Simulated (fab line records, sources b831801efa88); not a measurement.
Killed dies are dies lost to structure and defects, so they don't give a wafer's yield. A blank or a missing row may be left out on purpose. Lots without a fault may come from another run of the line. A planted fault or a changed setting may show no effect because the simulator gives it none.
A struck lot beside a sound one | flow gf180mcu | 17 steps out of a route of 602
Sound: wafers L480.2, L480.4, L480.5. Struck: wafer L486.4. (L486.2, L486.5 of the same lot were not struck and are left out.) The cause comes at the end.
At each step with rows: each side's tool, then ch and its chambers, then its first start. Under that, the readings that differ: sound wafers | struck wafers | difference of the means | sigmas: that difference in standard deviations of wafers without a fault.
alike: readings whose means differ by less than 2 such deviations, and words and numbers that are the same on both sides. not compared: withheld readings, readings that some wafer has no value for, bounds like >300 that may hide the same value, and numbers for which the record gives no deviation and whose values overlap.
The two part at a step that has a row with sigmas, a row that says differs or no value, or rows on one side only. Numbers that don't overlap but have no deviation are shown without sigmas and don't part them. A reading that every wafer of one side lacks parts them only if that side has two wafers or more.

first, 4 steps without rows for these wafers: GF_SAB_SOFTBAKE_05 (time 60 s); GF_SAB_EXPOSE_06 (exposes mask SAB, target cd 420 nm); GF_SAB_PEB_07; GF_SAB_DEVELOP_08 (develop time 60 s).
GF_SAB_CD_MEAS_09: target cd 420 nm.
  sound on cd_sem-02, day 21 02:30; struck on cd_sem-02, day 23 01:57
  reading    | sound             | struck | difference | sigmas
  cd_nm (nm) | 418.8 418.0 416.4 | 423.0  | +5.3       | +2
GF_SAB_OVL_MEAS_10:
  sound on overlay-02, day 21 02:37; struck on overlay-02, day 23 02:04
  alike: SAB_OVL
GF_SAB_ETCH_11: etches SiO2 in C4F8/O2/Ar, target depth 55 nm, time 8.5 s.
  sound on rie_diel-04 ch 2,3, day 21 02:38; struck on rie_diel-03 ch 2, day 23 02:05
  alike: oes_product_au
then, 1 step without rows for these wafers: GF_SAB_WET_ETCH_12 (etches SiO2 in dHF, target depth 22 nm, time 440 s).
GF_SAB_STRIP_13: strips in O2/N2.
  sound on plasma_asher-04 ch 1, day 21 02:47; struck on plasma_asher-02 ch 0, day 23 02:14
  reading                      | sound             | struck | difference | sigmas
  strip_time_to_endpoint_s (s) | 12.66 12.62 12.67 | 12.57  | -0.08      | -2
  alike: drypump_motor_current_A, heater_power_w, oes_product_au
  not compared: rf_hours_counter_h
then, 2 steps without rows for these wafers: GF_SALICIDE_CLEAN_00 (cleans in SC1/SC2, time 150 s); GF_SALICIDE_WET_ETCH_01 (etches SiO2 in dHF, target depth 5 nm, time 100 s).
GF_SALICIDE_SPUTTER_02: material Co, target thk 10 nm, time 20 s.
  sound on pvd_sputter-04, day 21 02:59; struck on pvd_sputter-04, day 23 02:26
  alike: cathode_dc_power_W, throttle_valve_pct
GF_SALICIDE_SPUTTER_03: material TiN, target thk 20 nm, time 16.7 s.
  sound on pvd_sputter-04, day 21 03:01; struck on pvd_sputter-04, day 23 02:28
  reading                                      | sound                | struck | difference | sigmas
  cathode_dc_power_W (W)                       | 6500.5 6499.6 6498.2 | 8557.4 | +2058.0    | +99 or more
  model.TiN_of_SALICIDE_SPUTTER_03.thk_nm (nm) | 19.95 20.17 20.03    | 26.19  | +6.14      |
  alike: throttle_valve_pct
GF_SALICIDE_RS_MEAS_04: measures by four-point-probe.
  sound on film_metro-04, day 21 03:04; struck on film_metro-03, day 23 02:30
  reading                  | sound             | struck | difference | sigmas
  SALICIDE_TIN_RS (ohm/sq) | 16.69 16.55 16.59 | 14.28  | -2.33      | -8
GF_SALICIDE_THK_MEAS_05: measures by xrf.
  sound on film_metro-04, day 21 03:10; struck on film_metro-03, day 23 02:37
  reading               | sound             | struck | difference | sigmas
  SALICIDE_TIN_THK (nm) | 19.90 20.12 19.97 | 26.08  | +6.08      | +21
GF_SALICIDE_RTA_06: time 30 s.
  sound on rtp_anneal-01 ch 0, day 21 03:14; struck on rtp_anneal-01 ch 0, day 23 02:41
  alike: lamp_power_pct, wafer_temp_C_max
GF_PASSIVATION_PROBE_99:
  the record has rows for the sound wafers here (prober-01, day 33 14:02) and none for the struck ones

WHERE THEY PART
First at GF_SAB_CD_MEAS_09; last, within this record, at GF_PASSIVATION_PROBE_99.

WHY: what the simulator had put in
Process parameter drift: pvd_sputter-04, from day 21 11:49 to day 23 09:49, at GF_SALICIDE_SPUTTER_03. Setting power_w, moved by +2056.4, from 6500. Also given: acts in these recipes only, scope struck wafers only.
